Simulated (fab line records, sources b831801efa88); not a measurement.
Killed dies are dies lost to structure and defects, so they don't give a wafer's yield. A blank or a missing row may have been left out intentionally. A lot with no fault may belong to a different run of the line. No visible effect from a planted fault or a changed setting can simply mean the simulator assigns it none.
8D (eight disciplines) problem report, filled in by code    flow sky130    the parts of the form that need people (team, actions taken, sign-off) are left out

## 1. THE ISSUE
SKY_METAL3_SPUTTER_04, cathode_dc_power_W: mean 6696.8 W on 2 wafers (1 lot); fault-free wafers 6499.9 W, standard deviation 1.1. So: +99 or more standard deviations from the usual mean.
The step: material TiN, target thk 70 nm, time 58.3 s.
First seen on wafer L165.1, day 41 05:08, on pvd_sputter-04. The record has a number at this step for 39 wafers belonging to 13 lots. The rule behind "out" and "out of limits": a value lying over 4 standard deviations away from the usual mean. The other wafers with a number count as sound.

## 2. WHAT IT IS; WHAT IT IS NOT
question                     is                  is not
which readings at this step  cathode_dc_power_W  throttle_valve_pct
which lots                   L165                L150, L151, L153, L155, L156, L159, L160, L161, L162, L164, L166, L172
which wafers of those lots   L165.1, L165.4      L165.2
read on which tools          pvd_sputter-04      pvd_sputter-01, pvd_sputter-03
when                         from day 41 05:08   up to then (28 sound wafers); but 9 sound wafers of L164, L166, L172 came after

## 3. WHAT RULES OUT EACH SUSPECT
Counting: any tool at a process step up to the reading remains a suspect provided it ran every lot that is out. Sound lots after the first of them don't rule it out here, since some wafers of a struck lot are sound.
- pvd_sputter-04 at SKY_METAL3_SPUTTER_01 (material TiN, target thk 20 nm, time 16.7 s): kept. The lot that is out, L165, ran on it at day 41 05:04; the last sound lot it ran before that was L161, at day 40 11:23.
- pvd_sputter-04 at SKY_METAL3_SPUTTER_04 (material TiN, target thk 70 nm, time 58.3 s): kept. The lot that is out, L165, ran on it at day 41 05:08; the last sound lot it ran before that was L161, at day 40 11:28. On those wafers its own readings are out: cathode_dc_power_W.
After counting, pvd_sputter-04 at SKY_METAL3_SPUTTER_01 and pvd_sputter-04 at SKY_METAL3_SPUTTER_04 remain.

## 4. THE CAUSE (what the simulator had put in)
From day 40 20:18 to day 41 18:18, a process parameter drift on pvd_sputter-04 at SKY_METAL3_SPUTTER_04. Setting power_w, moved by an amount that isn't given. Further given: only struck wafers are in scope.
Counting leaves 2 suspects; this tool is one of them.

## 5. THE CHAIN OF EFFECTS, in route order
One row per reading whose mean, taken over the struck wafers that have a number, lies over 3 standard deviations from the usual. Scope: only readings with a usual standard deviation given in the record; hours: median across lots of the time from each lot's start at the first step in this table that gives one to its start at this step; sigmas: change in usual standard deviations.
hours  step                   reading             usual     on struck wafers  change  sigmas
0      SKY_METAL3_SPUTTER_04  cathode_dc_power_W  6499.9 W  6696.8            +196.9  +99 or more
It contains these process steps:
- SKY_METAL3_SPUTTER_04: material TiN, target thk 70 nm, time 58.3 s.

## 6. WHAT WOULD HAVE CAUGHT IT SOONER
In this record the first reading out of limits was taken at day 41 05:08, 9 hours after the fault began at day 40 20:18.
